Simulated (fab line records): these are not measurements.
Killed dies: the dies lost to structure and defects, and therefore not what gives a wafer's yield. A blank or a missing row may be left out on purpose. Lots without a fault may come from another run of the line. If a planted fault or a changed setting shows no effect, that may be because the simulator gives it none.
2 desks looking at one fault	flow sfqLine	what lay behind the numbers comes last; until then each desk has only its own

FROM THE METROLOGY DESK
Means of the sampled wafers that have a number, per lot and without regard to the tool the lot ran on: this is what the gauges read. Any lot whose mean is over 4 standard deviations away from the usual mean is out of limits and marked OUT; that distance is given in the brackets.
Columns: A = M5_OVL at SFQ_M5_OVL_MEAS_932, usual -1 nm
lot	first seen here	A
L449	day 52 18:19	-2
L454	day 53 02:35	3
L455	day 53 13:58	2
L456	day 53 23:32	-9
L463	day 57 19:16	-1
L467	day 64 06:25	6
Finding of this desk: none of the 6 lots has anything out of limits.

FOR THE TOOL OWNER'S DESK: pecvd-03
The tool's own readings at SFQ_TRILAYER_A5B_DEP_PECVD_129 (deposits SiO2 from SiH4/N2O, time 133.33 s, target thk 600 nm): means of the sampled wafers that have a number, for each lot that ran on this tool. Any lot whose mean is over 4 standard deviations away from the usual mean is out of limits and marked OUT; that distance is given in the brackets.
Columns: A = chamberPressureTorr at SFQ_TRILAYER_A5B_DEP_PECVD_129, usual 2.399 Torr; B = heaterPowerW at SFQ_TRILAYER_A5B_DEP_PECVD_129, usual 86 W; C = rfFwdPowerW at SFQ_TRILAYER_A5B_DEP_PECVD_129, usual 182.5 W; D = showerheadVppV at SFQ_TRILAYER_A5B_DEP_PECVD_129, usual 844 V; E = throttleValvePct at SFQ_TRILAYER_A5B_DEP_PECVD_129, usual 24.9 %
lot	first seen here	A	B	C	D	E
L454	day 53 03:39	2.399	76	255.5 (+99 or more) OUT	977	24.5
L455	day 53 15:02	2.396	42	256.4 (+99 or more) OUT	1055 (+4.7) OUT	27.0
L463	day 57 20:30	2.394	84	182.3	863	25.6
This desk's finding: out of limits on L454, L455; first on L454, day 53 03:39 (rfFwdPowerW at SFQ_TRILAYER_A5B_DEP_PECVD_129). Within limits: L463.

ALL TOGETHER
The tool owner's desk had the chance to raise an alarm at day 53 03:39 on L454, L455.
Metrology desk: nothing out of limits seen.
The metrology desk has L454, L455 on record, within its limits.
On pecvd-03, each named lot ran SFQ_TRILAYER_A5B_DEP_PECVD_129.

WHAT THE SIMULATOR PUT IN
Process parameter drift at SFQ_TRILAYER_A5B_DEP_PECVD_129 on pecvd-03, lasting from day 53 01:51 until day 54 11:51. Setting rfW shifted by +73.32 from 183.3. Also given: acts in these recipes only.
Shown lots that were struck: L454, L455.
Delay in hours, fault start to first out-of-limits reading, by desk: the tool owner's desk at 2.
